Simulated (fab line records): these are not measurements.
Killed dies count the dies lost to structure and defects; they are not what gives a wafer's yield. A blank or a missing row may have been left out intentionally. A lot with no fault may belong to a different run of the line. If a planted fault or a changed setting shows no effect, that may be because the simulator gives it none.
fab line records	flow sky130
record lots=6	wafers=18	last-day=50
route steps=708 shown LOCAL_INTERCONNECT@396 CONTACT@406 PAD_OPEN@708
lots with no fault: from the same line, run without faults
start-h: the number of hours between the record's first day and the start of the first shown wafer of the lot	wait-h: hours since the lot's step before	" the same as in the row above	L1.1+2: one row covering several wafers at once	- value missing, or start not given	* or withheld: withheld	< > ~ a bound
route shown NAME@n: a module of which the file shows steps, and the number in the route of the first	usual: mean/standard deviation of fault-free wafers	same: alike in all rows	chamber/n: place in a boat	sites: readings site by site	_std_site: standard deviation across them	_edge_site: mean of outer sites minus mean of inner sites	radius-mm: how far each site lies from the wafer's centre	mask NAME#n: copy n	behind: tool/chamber where the wafer was last shaped	hold: why the lot went on hold/how many hours it stayed there/how the hold came to an end	device: which transistor (n, p or np) failed to switch	end of line: tests of these same wafers at the route's end	step lacking rows: just its recipe	killed: count of dies lost to structure and defects at first sort (not the wafer's yield)	map: a wafer's dies, x killed, . not, _ none there
set.NAME: the setting the step ran with; set.NAME@STEP: the setting that earlier step ran with	model.NAME: the simulator's own value behind a step, which no gauge read
a table for each step, a row for each wafer; lots at some steps of the route
services: a tool's chamber out of use, with start hour (start-h, from the record's first day; less than 0 if before it), hours out, and reason
## steps
# step SKY_LOCAL_INTERCONNECT_PEB_09
# recipe peb-temp-c=withheld	peb-time-s=withheld	resist=KrF-thick
# step SKY_LOCAL_INTERCONNECT_DEVELOP_10
# recipe develop-time-s=60	resist=KrF-thick	dev-temp-c=21
# step SKY_LOCAL_INTERCONNECT_CD_MEAS_11
# recipe target-cd-nm=170
# usual cd-nm=169.1/1.2
lot.wafer	tool	chamber	start-h	wait-h	cd-nm
L328.2	cd-sem-01	-	721.14	-	169.1
L328.4	"	-	"	"	168.1
L328.5	"	-	"	"	169.1
L329.4	cd-sem-02	-	729.21	-	170.1
L329.5	"	-	"	"	168.9
L329.6	"	-	"	"	169.1
L341.1	cd-sem-01	-	820.20	-	168.6
L341.2	"	-	"	"	169.7
L341.3	"	-	"	"	169.3
L342.1	cd-sem-01	-	832.50	-	167.7
L342.2	"	-	"	"	169.0
L342.4	"	-	"	"	168.6
L349.3	cd-sem-01	-	878.81	-	168.6
L349.4	"	-	"	"	166.1
L349.6	"	-	"	"	169.0
L351.2	cd-sem-02	-	890.72	-	171.0
L351.3	"	-	"	"	168.9
L351.6	"	-	"	"	171.0
# step SKY_LOCAL_INTERCONNECT_OVL_MEAS_12
# usual LOCAL_INTERCONNECT_OVL=-1/6.3
lot.wafer	tool	chamber	start-h	wait-h	LOCAL_INTERCONNECT_OVL[nm]
L328.2	overlay-02	-	721.25	0.1	-4
L328.4	"	-	"	"	-6
L328.5	"	-	"	"	3
L329.4	overlay-01	-	729.29	0.1	-4
L329.5	"	-	"	"	-7
L329.6	"	-	"	"	1
L341.1	overlay-01	-	820.32	0.1	-1
L341.2	"	-	"	"	5
L341.3	"	-	"	"	-4
L342.1	overlay-02	-	832.62	0.1	3
L342.2	"	-	"	"	2
L342.4	"	-	"	"	6
L349.3	overlay-01	-	878.91	0.1	-9
L349.4	"	-	"	"	7
L349.6	"	-	"	"	1
L351.2	overlay-01	-	890.82	0.1	0
L351.3	"	-	"	"	-5
L351.6	"	-	"	"	5
# step SKY_LOCAL_INTERCONNECT_ETCH_13
# recipe chemistry=N2/H2	target=BARC	ion-energy-ev=200	bias-w=100	pressure-mtorr=30	n2-flow-sccm=100	h2-flow-sccm=200	icp-w=500	stop-on=SiO2	time-s=45.9	target-depth-a=600
# usual drypump-motor-current-A=5.7/0.41	oes-product-au=0.854/0.0049	rf-fwd-power-W=494.7/2.5	throttle-valve-pct=13.224/0.0097
# same time-s=45.9
lot.wafer	tool	chamber	start-h	wait-h	drypump-motor-current-A	oes-product-au	rf-fwd-power-W	rf-hours-counter-h	throttle-valve-pct
L328.2	rie-metal-04	0	721.30	0.0	5.7	0.858	493.5	-	13.233
L328.4	"	0	"	"	5.7	0.856	493.4	-	13.245
L328.5	"	0	"	"	5.7	0.850	492.3	-	13.220
L329.4	rie-metal-02	0	729.33	0.0	6.0	0.857	495.3	-	13.229
L329.5	"	0	"	"	6.0	0.857	493.0	-	13.229
L329.6	"	1	"	"	6.3	0.850	489.0	-	13.237
L341.1	rie-metal-02	1	820.35	0.0	6.4	0.863	493.3	17	13.219
L341.2	"	1	"	"	6.3	0.854	491.9	-	13.227
L341.3	"	1	"	"	6.3	0.855	492.0	-	13.221
L342.1	rie-metal-02	0	832.65	0.0	6.0	0.853	495.5	0	13.221
L342.2	"	1	"	"	6.3	0.849	493.4	17	13.246
L342.4	"	1	"	"	6.4	0.849	492.7	-	13.245
L349.3	rie-metal-01	1	878.97	0.1	5.1	0.857	497.5	-	13.218
L349.4	"	1	"	"	5.1	0.865	494.5	-	13.212
L349.6	"	1	"	"	5.1	0.856	493.4	-	13.225
L351.2	rie-metal-02	0	890.87	0.0	6.0	0.844	496.4	-	13.202
L351.3	"	0	"	"	6.0	0.850	497.1	-	13.228
L351.6	"	0	"	"	6.0	0.860	497.7	-	13.231
# step SKY_LOCAL_INTERCONNECT_METAL_ETCH_14
# recipe target-depth-nm=110	stop-on=PSG	chemistry=Cl2/BCl3	target=TiN	resist-sidewall-deg=88	pressure-mtorr=10	icp-w=900	bias-w=48.5	Cl2_flow_sccm=60	bcl3-flow-sccm=30	time-s=31.4
# usual drypump-motor-current-A=5.7/0.4	oes-product-au=0.940/0.0073	rf-fwd-power-W=888/5.6	throttle-valve-pct=21.902/0.0094
# same time-s=31.4
lot.wafer	tool	chamber	start-h	wait-h	drypump-motor-current-A	oes-product-au	rf-fwd-power-W	rf-hours-counter-h	throttle-valve-pct
L328.2	rie-metal-04	0	721.42	0.1	5.7	0.936	882	-	21.907
L328.4	"	0	"	"	5.7	0.935	885	-	21.914
L328.5	"	0	"	"	5.7	0.943	882	-	21.910
L329.4	rie-metal-02	0	729.38	0.0	6.0	0.936	891	-	21.915
L329.5	"	0	"	"	6.0	0.937	893	-	21.892
L329.6	"	1	"	"	6.3	0.937	881	-	21.911
L341.1	rie-metal-02	1	820.48	0.1	6.3	0.939	881	17	21.906
L341.2	"	1	"	"	6.4	0.952	883	-	21.895
L341.3	"	1	"	"	6.3	0.954	880	-	21.893
L342.1	rie-metal-02	0	832.72	0.0	6.0	0.953	894	0	21.891
L342.2	"	1	"	"	6.3	0.938	886	17	21.906
L342.4	"	1	"	"	6.3	0.942	886	-	21.894
L349.3	rie-metal-01	1	879.09	0.1	5.1	0.942	896	-	21.897
L349.4	"	1	"	"	5.1	0.940	894	-	21.906
L349.6	"	1	"	"	5.1	0.947	897	-	21.910
L351.2	rie-metal-02	0	891.00	0.1	6.0	0.938	896	-	21.897
L351.3	"	0	"	"	6.0	0.921	892	-	21.921
L351.6	"	0	"	"	6.0	0.937	897	-	21.913
# step SKY_LOCAL_INTERCONNECT_STRIP_15
# recipe chemistry=O2/N2	power-w=1400	pressure-mtorr=1500	platen-temp-c=withheld	o2-flow-sccm=3000	n2-flow-sccm=300	overash-fraction=0.5
# usual drypump-motor-current-A=6.1/0.49	oes-product-au=0.427/0.0044	strip-time-to-endpoint-s=4.726/0.018
lot.wafer	tool	chamber	start-h	wait-h	drypump-motor-current-A	oes-product-au	rf-hours-counter-h	strip-time-to-endpoint-s
L328.2	plasma-asher-01	0	721.51	0.1	6.5	0.425	30	4.722
L328.4	"	0	"	"	6.5	0.425	-	4.720
L328.5	"	0	"	"	6.5	0.426	-	4.728
L329.4	plasma-asher-04	0	729.45	0.1	6.5	0.423	-	4.696
L329.5	"	0	"	"	6.5	0.426	-	4.696
L329.6	"	1	"	"	6.0	0.421	-	4.730
L341.1	plasma-asher-01	0	820.58	0.1	6.5	0.431	40	4.733
L341.2	"	1	"	"	5.7	0.426	40	4.714
L341.3	"	1	"	"	5.7	0.431	-	4.690
L342.1	plasma-asher-04	0	832.77	0.0	6.5	0.428	101	4.683
L342.2	"	1	"	"	6.0	0.430	101	4.737
L342.4	"	0	"	"	6.5	0.422	-	4.703
L349.3	plasma-asher-04	1	879.19	0.1	6.0	0.420	-	4.731
L349.4	"	0	"	"	6.5	0.431	-	4.743
L349.6	"	1	"	"	6.0	0.424	-	4.729
L351.2	plasma-asher-04	0	891.08	0.1	6.5	0.429	108	4.707
L351.3	"	1	"	"	6.0	0.421	-	4.704
L351.6	"	0	"	"	6.5	0.430	-	4.706
# step SKY_LOCAL_INTERCONNECT_STRIP_16
# recipe chemistry=post-etch-residue-remover	time-s=1200	temp-c=72.5
# step SKY_LOCAL_INTERCONNECT_CLEAN_17
# recipe chemistry=IPA	time-s=180	temp-c=25
# step SKY_LOCAL_INTERCONNECT_CLEAN_18
# recipe chemistry=O3/DIW	dry=n2-spin
# step SKY_CONTACT_CVD_00
# recipe material=Si3N4	target-thk-nm=75	temp-c=400	time-s=withheld	rf-w=450
# usual heater-power-w=670/86	rf-fwd-power-W=445.0/1.7	susceptor-temp-C=399.99/0.23
lot.wafer	tool	chamber	start-h	wait-h	heater-power-w	rf-fwd-power-W	susceptor-temp-C
L328.2	pecvd-04	2	722.17	0.0	506	445.5	400.26
L328.4	"	0	"	"	783	448.8	400.16
L328.5	"	2	"	"	515	444.9	399.81
L329.4	pecvd-04	0	730.03	0.0	844	445.9	400.10
L329.5	"	1	"	"	664	444.6	399.98
L329.6	"	2	"	"	607	442.9	400.39
L341.1	pecvd-01	0	821.18	0.0	680	446.6	399.57
L341.2	"	1	"	"	640	444.1	400.00
L341.3	"	2	"	"	693	444.6	400.17
L342.1	pecvd-03	1	833.36	0.0	655	442.9	400.05
L342.2	"	0	"	"	720	441.7	400.04
L342.4	"	0	"	"	718	445.1	399.71
L349.3	pecvd-04	0	879.75	0.0	792	447.5	400.29
L349.4	"	0	"	"	782	446.8	400.43
L349.6	"	1	"	"	691	442.2	399.60
L351.2	pecvd-01	0	891.68	0.0	700	444.4	400.00
L351.3	"	2	"	"	737	442.7	399.95
L351.6	"	0	"	"	581	444.8	400.23
# step SKY_CONTACT_THK_MEAS_01
# recipe reads=Si3N4_of_CONTACT_CVD_00
# usual CONTACT_CVD_00_THK=75.2/1
lot.wafer	tool	chamber	start-h	wait-h	CONTACT_CVD_00_THK[nm]
L328.2	film-metro-02	-	722.22	-	75.6
L328.4	"	-	"	"	76.2
L328.5	"	-	"	"	77.2
L329.4	film-metro-01	-	730.07	-	74.7
L329.5	"	-	"	"	75.4
L329.6	"	-	"	"	75.7
L341.1	film-metro-03	-	821.21	-	74.8
L341.2	"	-	"	"	74.9
L341.3	"	-	"	"	73.3
L342.1	film-metro-03	-	833.39	-	74.8
L342.2	"	-	"	"	74.1
L342.4	"	-	"	"	76.0
L349.3	film-metro-03	-	879.80	-	72.9
L349.4	"	-	"	"	74.5
L349.6	"	-	"	"	74.9
L351.2	film-metro-03	-	891.74	-	75.0
L351.3	"	-	"	"	74.9
L351.6	"	-	"	"	75.6
# step SKY_CONTACT_HDPCVD_02
# recipe material=SiO2	target-thk-nm=565	sigma-open-frac=0.3	time-s=94.2	temp-c=600	sih4-flow-sccm=60	pressure-mtorr=6
# usual run-length-s=121.8/0.59	susceptor-temp-C=600.0/0.33
lot.wafer	tool	chamber	start-h	wait-h	run-length-s	susceptor-temp-C	model.SiO2_of_CONTACT_HDPCVD_02.thk-nm
L328.2	hdpcvd-01	0	722.27	0.0	121.8	600.1	561.2
L328.4	"	2	"	"	121.2	599.7	565.4
L328.5	"	1	"	"	121.6	600.4	566.7
L329.4	hdpcvd-02	1	730.14	0.1	121.9	600.2	556.3
L329.5	"	2	"	"	122.1	599.7	564.4
L329.6	"	0	"	"	122.6	600.3	562.1
L341.1	hdpcvd-02	1	821.27	0.1	122.7	600.4	561.3
L341.2	"	2	"	"	116.2	-	529.4
L341.3	"	0	"	"	122.9	600.5	563.2
L342.1	hdpcvd-02	1	833.45	0.1	121.9	600.1	554.6
L342.2	"	0	"	"	122.8	600.2	560.3
L342.4	"	2	"	"	116.1	-	528.1
L349.3	hdpcvd-01	2	879.84	0.0	121.2	599.8	571.3
L349.4	"	1	"	"	121.0	600.4	566.3
L349.6	"	2	"	"	121.2	600.1	570.3
L351.2	hdpcvd-01	0	891.79	0.0	121.8	599.7	564.3
L351.3	"	1	"	"	121.2	600.2	561.6
L351.6	"	2	"	"	121.5	600.2	567.4
# step SKY_CONTACT_THK_MEAS_03
# recipe reads=SiO2_of_CONTACT_HDPCVD_02
# usual CONTACT_HDPCVD_THK=563/4.9
lot.wafer	tool	chamber	start-h	wait-h	hold	CONTACT_HDPCVD_THK[nm]
L328.2	film-metro-02	-	722.35	0.0	-	561
L328.4	"	-	"	"	-	565
L328.5	"	-	"	"	-	566
L329.4	film-metro-03	-	730.20	0.0	-	556
L329.5	"	-	"	"	-	564
L329.6	"	-	"	"	-	562
L341.1	film-metro-01	-	821.34	0.0	await-dispo/0.2h/release	561
L341.2	"	-	"	"	await-dispo/0.2h/release	529
L341.3	"	-	"	"	await-dispo/0.2h/release	563
L341.1	film-metro-01	-	821.57	0.2	-	561
L341.2	"	-	"	"	-	530
L341.3	"	-	"	"	-	563
L342.1	film-metro-03	-	833.52	0.0	await-dispo/0.2h/release	554
L342.2	"	-	"	"	await-dispo/0.2h/release	560
L342.4	"	-	"	"	await-dispo/0.2h/release	528
L342.1	film-metro-03	-	833.75	0.2	-	555
L342.2	"	-	"	"	-	560
L342.4	"	-	"	"	-	528
L349.3	film-metro-02	-	879.93	0.1	-	571
L349.4	"	-	"	"	-	566
L349.6	"	-	"	"	-	570
L351.2	film-metro-01	-	891.87	0.0	-	564
L351.3	"	-	"	"	-	562
L351.6	"	-	"	"	-	567
# step SKY_CONTACT_CMP_04
# recipe material=SiO2	down-force-psi=4	platen-rpm=60	pad-velocity-m-s=0.94248
# usual motor-current-A=11.4/1.2	time-to-endpoint-s=80/4.9
lot.wafer	tool	chamber	start-h	wait-h	hold	motor-current-A	time-to-endpoint-s
L328.4	cmp-01	2	722.40	0.0	-	12.4	79
L328.2	"	0	"	"	-	10.2	86
L328.5	"	2	"	"	-	11.3	83
L329.4	cmp-01	2	730.28	0.1	-	12.2	77
L329.6	"	1	"	"	-	11.5	88
L329.5	"	2	"	"	-	12.4	80
L341.1	cmp-01	1	825.84	4.3	await-dispo/4.0h/release	11.7	83
L341.3	"	3	"	"	await-dispo/4.0h/release	10.7	81
L341.2	"	0	"	"	await-dispo/4.0h/release	10.2	70
L342.1	cmp-02	0	837.11	3.4	await-dispo/3.3h/release	11.9	79
L342.4	"	2	"	"	await-dispo/3.3h/release	14.2	61
L342.2	"	3	"	"	await-dispo/3.3h/release	11.6	71
L349.3	cmp-02	1	880.02	0.1	-	10.1	78
L349.4	"	2	"	"	-	14.0	76
L349.6	"	0	"	"	-	12.5	86
L351.3	cmp-02	0	891.97	0.1	-	12.9	84
L351.2	"	2	"	"	-	13.9	79
L351.6	"	0	"	"	-	12.6	88
# step SKY_CONTACT_BOW_MEAS_05
# recipe mode=bow
# usual CONTACT_BOW=82/6.5
lot.wafer	tool	chamber	start-h	wait-h	CONTACT_BOW[um]
L328.2	film-metro-02	-	722.72	0.2	86
L328.4	"	-	"	"	94
L328.5	"	-	"	"	93
L329.4	film-metro-01	-	730.59	0.3	83
L329.5	"	-	"	"	84
L329.6	"	-	"	"	89
L341.1	film-metro-02	-	826.14	0.2	76
L341.2	"	-	"	"	82
L341.3	"	-	"	"	74
L342.1	film-metro-02	-	837.41	0.2	91
L342.2	"	-	"	"	86
L342.4	"	-	"	"	86
L349.3	film-metro-03	-	880.31	0.2	79
L349.4	"	-	"	"	73
L349.6	"	-	"	"	79
L351.2	film-metro-02	-	892.24	0.1	82
L351.3	"	-	"	"	77
L351.6	"	-	"	"	79
# step SKY_PAD_OPEN_PROBE_99
# usual killed_at_M0_to_M3=43/7.3	killed_at_M4_up=3.2/1.9	killed-at-contacts=25/5.4	killed-at-front-end=16/4.4	killed-at-other=0.4/0.66	killed-dies=87/11	killed-on-rim=17/4.2	killed-open=48/7.9	killed-short=39/6.5
# same gross-dies=492	killed-at-back-side=0
lot.wafer	tool	chamber	start-h	wait-h	killed_at_M0_to_M3	killed_at_M4_up	killed-at-contacts	killed-at-front-end	killed-at-other	killed-dies	killed-on-rim	killed-open	killed-short
L328.2	prober-02	-	1090.87	0.1	36	4	22	14	0	76	19	41	35
L328.4	prober-02	-	1090.97	0.2	34	5	20	17	0	76	16	46	28
L328.5	prober-02	-	1091.02	0.2	43	5	20	12	1	81	15	36	44
L341.1	prober-01	-	1166.62	0.1	49	2	27	20	3	101	24	54	44
L341.2	prober-01	-	1166.67	0.1	46	2	32	16	0	96	21	57	39
L341.3	prober-01	-	1166.72	0.2	31	9	27	13	3	83	15	40	40
L349.3	prober-01	-	1205.05	0.2	41	5	15	15	1	77	14	43	34
L349.4	prober-01	-	1205.10	0.2	58	8	32	19	0	117	21	64	53
L349.6	prober-01	-	1205.20	0.2	47	1	24	20	1	93	13	47	45
# killed by level:class
L328.2 VIA3:geometric-particle:open=7 VIA1:geometric-particle:open=6 CONTACT:geometric-particle:open=6 CONTACT:geometric-particle:short=6 VIA2:geometric-particle:short=6 FIELD_ISO:geometric-particle:open=5 METAL2:geometric-particle:short=5 LOCAL_INTERCONNECT:geometric-particle:short=4
L328.4 LI_CONTACT:geometric-particle:open=10 VIA1:geometric-particle:open=8 VIA3:geometric-particle:open=6 VIA2:geometric-particle:open=6 CONTACT:geometric-particle:open=5 FIELD_ISO:geometric-particle:short=4 POLY_GATE:geometric-particle:short=4 VIA1:geometric-particle:short=4
L328.5 METAL2:geometric-particle:short=10 LI_CONTACT:geometric-particle:open=7 VIA1:geometric-particle:open=7 CONTACT:geometric-particle:short=6 METAL1:geometric-particle:short=6 VIA2:geometric-particle:open=5 VIA1:geometric-particle:short=5 FIELD_ISO:geometric-particle:short=4
L341.1 LI_CONTACT:geometric-particle:open=11 VIA2:geometric-particle:open=11 VIA1:geometric-particle:open=7 VIA1:geometric-particle:short=7 METAL1:geometric-particle:short=6 VIA3:geometric-particle:open=6 POLY_GATE:geometric-particle:open=5 CONTACT:geometric-particle:open=5
L341.2 VIA1:geometric-particle:open=15 CONTACT:geometric-particle:open=11 LI_CONTACT:geometric-particle:open=10 METAL2:geometric-particle:short=8 VIA3:geometric-particle:open=6 VIA1:geometric-particle:short=5 POLY_GATE:geometric-particle:open=4 CONTACT:geometric-particle:short=4
L341.3 CONTACT:geometric-particle:open=12 VIA1:geometric-particle:open=8 METAL4:geometric-particle:short=7 LOCAL_INTERCONNECT:geometric-particle:short=6 METAL2:geometric-particle:short=5 METAL1:geometric-particle:short=4 POLY_GATE:geometric-particle:open=3 VIA2:geometric-particle:open=3
L349.3 VIA1:geometric-particle:open=10 VIA3:geometric-particle:open=8 LI_CONTACT:geometric-particle:open=6 METAL1:geometric-particle:short=5 FIELD_ISO:geometric-particle:short=4 POLY_GATE:geometric-particle:open=4 POLY_GATE:geometric-particle:short=4 METAL2:geometric-particle:short=4
L349.4 CONTACT:geometric-particle:open=16 VIA3:geometric-particle:open=10 METAL1:geometric-particle:short=8 VIA1:geometric-particle:open=8 VIA1:geometric-particle:short=8 CONTACT:geometric-particle:short=7 METAL2:geometric-particle:short=7 FIELD_ISO:geometric-particle:open=6
L349.6 VIA1:geometric-particle:open=11 CONTACT:geometric-particle:short=7 METAL1:geometric-particle:short=7 VIA2:geometric-particle:open=7 FIELD_ISO:geometric-particle:open=5 LI_CONTACT:geometric-particle:open=5 CONTACT:geometric-particle:open=5 METAL2:geometric-particle:short=5
## services
tool	chamber	start-h	hours	kind
pecvd-01	1	706.89	2.4	repair
rie-metal-02	1	738.57	6.5	repair
plasma-asher-04	-	739.17	28.1	pm
cmp-01	-	744.28	4.0	pm
cmp-02	-	745.99	28.9	repair
pecvd-01	-	750.60	14.6	pm
cmp-02	-	762.36	4.1	repair
cmp-01	-	768.26	1.4	repair
rie-metal-04	-	771.57	1.2	repair
plasma-asher-01	-	775.98	2.8	pm
rie-metal-02	0	783.89	5.2	repair
hdpcvd-01	-	790.46	0.8	repair
cmp-02	-	801.89	5.1	repair
pecvd-04	-	805.22	0.5	repair
cmp-01	-	820.14	0.9	repair
cmp-01	-	820.98	0.3	repair
cmp-01	-	839.81	2.3	repair
cmp-02	-	842.43	0.9	repair
hdpcvd-02	-	850.64	2.8	pm
cmp-01	-	856.67	0.2	repair
pecvd-04	1	858.01	7.6	repair
cmp-01	-	858.48	1.2	repair
cmp-02	-	865.20	0.8	repair
hdpcvd-02	-	884.78	0.8	repair
## key
first-sign step=SKY_CONTACT_HDPCVD_02	reading=run-length-s	direction=down	sigmas=9.7	usual=*	struck=*
effect step=SKY_CONTACT_THK_MEAS_03	reading=visit	direction=added
effect step=SKY_CONTACT_THK_MEAS_03	reading=CONTACT_HDPCVD_THK	direction=down	sigmas=7.1	usual=563	struck=529
effect step=SKY_CONTACT_CMP_04	reading=time-to-endpoint-s	direction=down	sigmas=2.9	usual=*	struck=*
model-effect step=SKY_CONTACT_HDPCVD_02	value=SiO2_of_CONTACT_HDPCVD_02.thk-nm	without=560.9	struck=528.7
met-at SKY_CONTACT_HDPCVD_02
struck-wafers L341.2,L342.4
tester-left-out L341,L342
onset-between 730.14 821.27
fault kind=process-parameter-drift	tool=hdpcvd-02	chamber=2	onset-h=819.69	steps=SKY_CONTACT_HDPCVD_02	channel=time-s	offset=*	shape=step	end-h=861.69	acts-in=*	stated=*
# tester-left-out: of these lots the tester's yield and bins aren't shown, on N5 and GAA mostly nor the transistor test; their killed dies are dies lost to structure and defects alone, not to doping, threshold or leakage, so they don't give the yield
